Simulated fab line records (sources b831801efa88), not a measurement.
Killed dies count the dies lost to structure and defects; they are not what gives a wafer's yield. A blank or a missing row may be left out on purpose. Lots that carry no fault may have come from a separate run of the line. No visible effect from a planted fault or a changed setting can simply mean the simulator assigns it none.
A lot that was struck, set against a sound lot | flow sfq_line | 42 out of 325 route steps
Sound: these wafers, L764.3, L764.4, L764.5. Struck: wafers L771.1, L771.4, L771.6. The cause is named last.
Each step with rows lists, per side, the tool, then ch with its chambers, then its first start. Under that, the readings that differ: sound wafers | struck wafers | difference of the means | sigmas: that difference in standard deviations of wafers without a fault.
alike: words and numbers the same on both sides, and readings whose means are apart by under 2 such deviations; not compared: readings that were withheld, readings missing a value for some wafer, numbers with overlapping values and no deviation given by the record, and bounds like >300 which may hide the same value.
The two part at a step that has a row with sigmas, a row that says differs or no value, or rows on one side only. Numbers that have no deviation but don't overlap get no sigmas and don't part them. A reading that every wafer of one side lacks parts them only if that side has two wafers or more.

SFQ_TRILAYER_I2_CMP_CMP_064: polishes SiO2.
  sound on cmp-02 ch 0,2,3, day 34 15:36; struck on cmp-01 ch 0,1,2, day 38 10:29
  alike: motor_current_A, time_to_endpoint_s
SFQ_I2_BOW_MEAS_917:
  sound on film_metro-01, day 34 18:38; struck on film_metro-01, day 38 12:59
  alike: I2_BOW
then, 7 steps without rows for these wafers: SFQ_TRILAYER_I2_METRO_MEASURE_065; SFQ_TRILAYER_I2_VIA_LITHO_COAT_072 (resist thk 62 nm); SFQ_TRILAYER_I2_VIA_LITHO_COAT_067 (resist thk 650 nm); SFQ_TRILAYER_I2_VIA_LITHO_SOFTBAKE_071; SFQ_TRILAYER_I2_VIA_LITHO_EXPOSE_068 (exposes mask I2, target cd 500 nm); SFQ_TRILAYER_I2_VIA_LITHO_PEB_070 (peb time 60 s); SFQ_TRILAYER_I2_VIA_LITHO_DEVELOP_069 (time 60 s).
-- the record jumps here: 5 days lie between the struck wafers' starts before and after --
SFQ_I2_OVL_MEAS_918:
  sound on overlay-01, day 40 08:46; struck on overlay-02, day 43 23:09
  alike: I2_OVL
then, 2 steps without rows for these wafers: SFQ_TRILAYER_I2_VIA_BARC_OPEN_VIA_ETCH_096 (etches BARC in O2, target depth 125 nm, time 41.7 s); SFQ_TRILAYER_I2_VIA_ETCH_VIA_ETCH_070 (etches SiO2 in CHF3, stops on Nb, target depth 260 nm).
SFQ_TRILAYER_I2_VIA_STRIP_STRIP_071: strips in O2.
  sound on rie_metal-03 ch 0,1, day 40 09:09; struck on rie_metal-01 ch 0,1, day 43 23:20
  no value came back on the struck wafers for chamber_pressure_mTorr (mTorr), drypump_motor_current_A (A), oes_product_au (a.u.); on the sound wafers chamber_pressure_mTorr (mTorr) reads 50.03 49.94 50.05
  reading                                                  | sound | struck            | difference | sigmas
  model.KrF_of_TRILAYER_I2_VIA_LITHO_COAT_067.thk_nm (nm)  | 0 0 0 | 536.6 532.3 530.6 | +533.2     |
  model.BARC_of_TRILAYER_I2_VIA_LITHO_COAT_072.thk_nm (nm) | 0 0 0 | 62.44 62.34 62.41 | +62.40     |
  not compared: rf_hours_counter_h
then, 3 steps without rows for these wafers: SFQ_TRILAYER_I2_VIA_STRIP_SOLV_CLEAN_072 (cleans in NMP, time 600 s); SFQ_TRILAYER_M3_DEP_PRE_CLEAN_074 (time 22.5 s); SFQ_TRILAYER_M3_DEP_SPUTTER_073 (material Nb, target thk 200 nm, time 133.3 s).
SFQ_M3_RS_MEAS_919: the measuring method here is four-point-probe.
  sound on film_metro-03, day 40 09:53; struck on film_metro-03, day 44 00:26
  reading           | sound             | struck            | difference | sigmas
  M3_NB_RS (ohm/sq) | 0.888 0.907 0.892 | 0.874 0.874 0.871 | -0.023     | -2
then, 6 steps without rows for these wafers: SFQ_TRILAYER_M3_LITHO_COAT_080 (resist thk 62 nm); SFQ_TRILAYER_M3_LITHO_COAT_075 (resist thk 600 nm); SFQ_TRILAYER_M3_LITHO_SOFTBAKE_079; SFQ_TRILAYER_M3_LITHO_EXPOSE_076 (exposes mask M3, target cd 500 nm); SFQ_TRILAYER_M3_LITHO_PEB_078 (peb time 60 s); SFQ_TRILAYER_M3_LITHO_DEVELOP_077 (time 60 s).
SFQ_M3_OVL_MEAS_921:
  sound on overlay-02, day 40 14:17; struck on overlay-01, day 44 02:52
  alike: M3_OVL
SFQ_TRILAYER_M3_BARC_OPEN_METAL_ETCH_100: etches BARC in O2, target depth 125 nm, time 41.7 s.
  sound on rie_metal-02 ch 0,1, day 40 14:20; struck on rie_metal-01 ch 0, day 44 02:54
  alike: drypump_motor_current_A, oes_product_au
  not compared: rf_hours_counter_h
SFQ_TRILAYER_M3_ETCH_METAL_ETCH_078: etches Nb in Cl2/Ar, stops on SiO2, target depth 240 nm, time 120 s.
  sound on rie_metal-02 ch 0,1, day 40 14:25; struck on rie_metal-01 ch 0, day 44 03:01
  reading               | sound             | struck            | difference | sigmas
  oes_product_au (a.u.) | 0.892 0.882 0.888 | 0.903 0.912 0.907 | +0.020     | +3
  alike: drypump_motor_current_A
  not compared: rf_hours_counter_h
SFQ_TRILAYER_M3_STRIP_STRIP_079: strips in O2.
  sound on rie_metal-02 ch 0,1, day 40 14:42; struck on rie_metal-01 ch 0, day 44 03:16
  alike: chamber_pressure_mTorr, drypump_motor_current_A, oes_product_au
  not compared: rf_hours_counter_h
then, 2 steps without rows for these wafers: SFQ_TRILAYER_M3_STRIP_SOLV_CLEAN_080 (cleans in NMP, time 600 s); SFQ_TRILAYER_I3_DEP_PECVD_081 (deposits SiO2 from SiH4/N2O, time 111.11 s, target thk 500 nm).
SFQ_TRILAYER_I3_CMP_CMP_082: polishes SiO2.
  sound on cmp-02 ch 0,2, day 41 10:34; struck on cmp-01 ch 1,2,3, day 44 04:52
  alike: motor_current_A, time_to_endpoint_s
SFQ_I3_BOW_MEAS_922:
  sound on film_metro-02, day 41 13:36; struck on film_metro-03, day 44 07:52
  alike: I3_BOW
then, 7 steps without rows for these wafers: SFQ_TRILAYER_I3_METRO_MEASURE_083; SFQ_TRILAYER_I3_VIA_LITHO_COAT_090 (resist thk 62 nm); SFQ_TRILAYER_I3_VIA_LITHO_COAT_085 (resist thk 646.2 nm); SFQ_TRILAYER_I3_VIA_LITHO_SOFTBAKE_089; SFQ_TRILAYER_I3_VIA_LITHO_EXPOSE_086 (exposes mask I3, target cd 500 nm); SFQ_TRILAYER_I3_VIA_LITHO_PEB_088 (peb time 62.31 s); SFQ_TRILAYER_I3_VIA_LITHO_DEVELOP_087 (time 60 s).
-- the record jumps here: 6 days lie between the struck wafers' starts before and after --
SFQ_I3_OVL_MEAS_923:
  sound on overlay-01, day 46 21:53; struck on overlay-02, day 50 06:10
  alike: I3_OVL
then, 2 steps without rows for these wafers: SFQ_TRILAYER_I3_VIA_BARC_OPEN_VIA_ETCH_121 (etches BARC in O2, target depth 125 nm, time 41.7 s); SFQ_TRILAYER_I3_VIA_ETCH_VIA_ETCH_088 (etches SiO2 in CHF3, stops on Nb, target depth 260 nm).
-- the record jumps here: 35 days lie between the struck wafers' starts before and after --
SFQ_M8_BOW_MEAS_951:
  sound on film_metro-02, day 82 15:20; struck on film_metro-04, day 85 05:22
  reading                 | sound                | struck            | difference | sigmas
  M8_BOW (um)             | 4 1 14               | -21 -16 -20       | -25        | -2
  model.etest.m3.ohm_sq   | 0.8894 0.9064 0.8931 | 1e+06 1e+06 1e+06 | +1e+06     |
  model.etest.m3.ohm_um   | 1.779 1.804 1.78     | 1e+06 1e+06 1e+06 | +1e+06     |
  model.etest.i3.link_ohm | 1.95 1.974 1.954     | 1e+06 1e+06 1e+06 | +1e+06     |
  model.etest.i2.link_ohm | 1.968 1.994 1.97     | 1e+06 1e+06 1e+06 | +1e+06     |

WHERE THEY PART
First at SFQ_TRILAYER_I2_VIA_STRIP_STRIP_071; last, within this record, at SFQ_M8_BOW_MEAS_951.

WHY: what the simulator had put in
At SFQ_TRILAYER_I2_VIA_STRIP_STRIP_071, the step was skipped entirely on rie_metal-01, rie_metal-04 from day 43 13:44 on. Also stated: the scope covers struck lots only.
